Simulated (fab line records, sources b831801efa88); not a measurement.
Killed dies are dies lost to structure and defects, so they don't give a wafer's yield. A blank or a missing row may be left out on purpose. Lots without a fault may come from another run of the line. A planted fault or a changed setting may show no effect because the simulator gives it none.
Which tool did it? | flow sfq_line | 7 lots, 21 wafers sampled, at 2 steps of a route of 325

WHAT THE GAUGES READ, wafer by wafer
SFQ_M0_RS_MEAS_904: measures by four-point-probe.
lot  | measured     | on            | M0_NB_RS (ohm/sq)
L741 | day 9 06:02  | film_metro-01 | 0.871 0.885 0.889
L744 | day 10 14:35 | film_metro-02 | 0.878 0.872 0.871
L748 | day 11 14:25 | film_metro-04 | 0.906 0.908 0.905
L750 | day 12 01:18 | film_metro-02 | 0.479 0.476 0.482 0.478 0.476 0.483
L752 | day 12 13:18 | film_metro-01 | 0.486 0.482 0.481 0.487 0.483 0.481
L756 | day 14 01:49 | film_metro-04 | 0.887 0.890 0.908
L760 | day 15 12:43 | film_metro-04 | 0.888 0.890 0.897

WHICH TOOL RAN EACH LOT (tool, then ch and the chambers of the sampled wafers, then the start)
lot  | SFQ_TRILAYER_M0_DEP_SPUTTER_019
L741 | pvd_sputter-05, day 9 05:55
L744 | pvd_sputter-04, day 10 14:29
L748 | pvd_sputter-03, day 11 14:19
L750 | pvd_sputter-05, day 12 01:13
L752 | pvd_sputter-05, day 12 13:13
L756 | pvd_sputter-03, day 14 01:41
L760 | pvd_sputter-05, day 15 12:38
- SFQ_TRILAYER_M0_DEP_SPUTTER_019: material Nb, target thk 200 nm, time 133.3 s.

THE ANSWER, worked out from the rows above alone
Rule: what is usual is taken from the lots themselves. Put in order of their means at a reading, lots are off if they are a third of the lots or fewer, leave a main group of 4 or more, and stand apart from it by a gap of 3 or more times the standard deviation of the main group's means; of several such gaps the widest counts. A main group whose means are all the same, to the digits that the tables above print for the reading, isn't used. A lot without any number at a reading at which 4 lots or more have one is off too. The other lots that the step has rows for count as sound.
Off: L750, L752, at SFQ_M0_RS_MEAS_904 (M0_NB_RS). The main group: mean 0.890 ohm/sq, standard deviation 0.011.
A tool fits if, at a process step before that reading, it ran every lot that is off, and no sound lot after the first of them. The gauges at SFQ_M0_RS_MEAS_904 are tried like those tools. None of those tried fits.

WHAT THE SIMULATOR HAD PUT IN
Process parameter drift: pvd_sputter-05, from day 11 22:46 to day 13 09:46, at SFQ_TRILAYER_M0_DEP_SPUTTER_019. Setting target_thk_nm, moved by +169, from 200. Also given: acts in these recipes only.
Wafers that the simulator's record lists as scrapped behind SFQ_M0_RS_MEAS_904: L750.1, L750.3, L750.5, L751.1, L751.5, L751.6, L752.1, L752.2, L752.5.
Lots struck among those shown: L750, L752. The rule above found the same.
